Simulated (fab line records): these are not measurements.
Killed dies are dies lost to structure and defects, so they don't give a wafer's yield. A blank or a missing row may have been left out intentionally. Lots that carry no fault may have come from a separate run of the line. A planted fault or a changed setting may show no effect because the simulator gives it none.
Chamber matching / flow sky130 / SKY_FIELD_ISO_ETCH_14 on rie-diel-01 has 4 sister chambers
The step etches BARC in N2/H2, stops on SiO2, time 45.9 s, target depth 60 nm. 8 wafers are shown with their chamber, then 8 later ones without.

WAFERS, EACH WITH ITS CHAMBER
wafer=L082.2; chamber=3; drypump-motor-current-A (A)=5.2; oes-product-au (a.u.)=0.852
wafer=L082.3; chamber=2; drypump-motor-current-A (A)=4.8; oes-product-au (a.u.)=0.847
wafer=L087.2; chamber=0; drypump-motor-current-A (A)=5.9; oes-product-au (a.u.)=0.849
wafer=L087.5; chamber=1; drypump-motor-current-A (A)=6.6; oes-product-au (a.u.)=0.854
wafer=L089.2; chamber=2; drypump-motor-current-A (A)=4.8; oes-product-au (a.u.)=0.853
wafer=L089.3; chamber=3; drypump-motor-current-A (A)=5.2; oes-product-au (a.u.)=0.857
wafer=L089.6; chamber=0; drypump-motor-current-A (A)=5.9; oes-product-au (a.u.)=0.858
wafer=L091.1; chamber=1; drypump-motor-current-A (A)=6.7; oes-product-au (a.u.)=0.858

WAFERS WHOSE CHAMBER IS MISSING
wafer=L091.2; drypump-motor-current-A (A)=5.9; oes-product-au (a.u.)=0.850
wafer=L091.5; drypump-motor-current-A (A)=5.9; oes-product-au (a.u.)=0.853
wafer=L092.3; drypump-motor-current-A (A)=4.8; oes-product-au (a.u.)=0.855
wafer=L092.4; drypump-motor-current-A (A)=6.6; oes-product-au (a.u.)=0.856
wafer=L092.5; drypump-motor-current-A (A)=6.6; oes-product-au (a.u.)=0.853
wafer=L097.2; drypump-motor-current-A (A)=5.3; oes-product-au (a.u.)=0.858
wafer=L097.3; drypump-motor-current-A (A)=5.9; oes-product-au (a.u.)=0.863
wafer=L097.6; drypump-motor-current-A (A)=5.2; oes-product-au (a.u.)=0.857

WHICH CHAMBER EACH ONE RAN IN
wafer=L091.2; from the rows above=0; in truth=0
wafer=L091.5; from the rows above=0; in truth=0
wafer=L092.3; from the rows above=2; in truth=2
wafer=L092.4; from the rows above=1; in truth=1
wafer=L092.5; from the rows above=1; in truth=1
wafer=L097.2; from the rows above=3; in truth=3
wafer=L097.3; from the rows above=0; in truth=0
wafer=L097.6; from the rows above=3; in truth=3
Correctly placed: 8 of 8. Number that these rows cannot place: 0. 0 placed wrongly.
How it was worked out, from the rows above alone: a wafer's distance from a chamber is the root of the sum, over the readings, of the square of ((its reading less the chamber's mean) divided by the reading's scatter). If the next closest chamber is less than 2 further off than the closest, the wafer can't be placed; otherwise it belongs to the closest. Each chamber's mean is taken over the wafers shown for it. How the scatter is found: for the shown wafers, subtract from each reading the mean of its chamber, square and add these, divide the total by (wafers less chambers), then take the root.
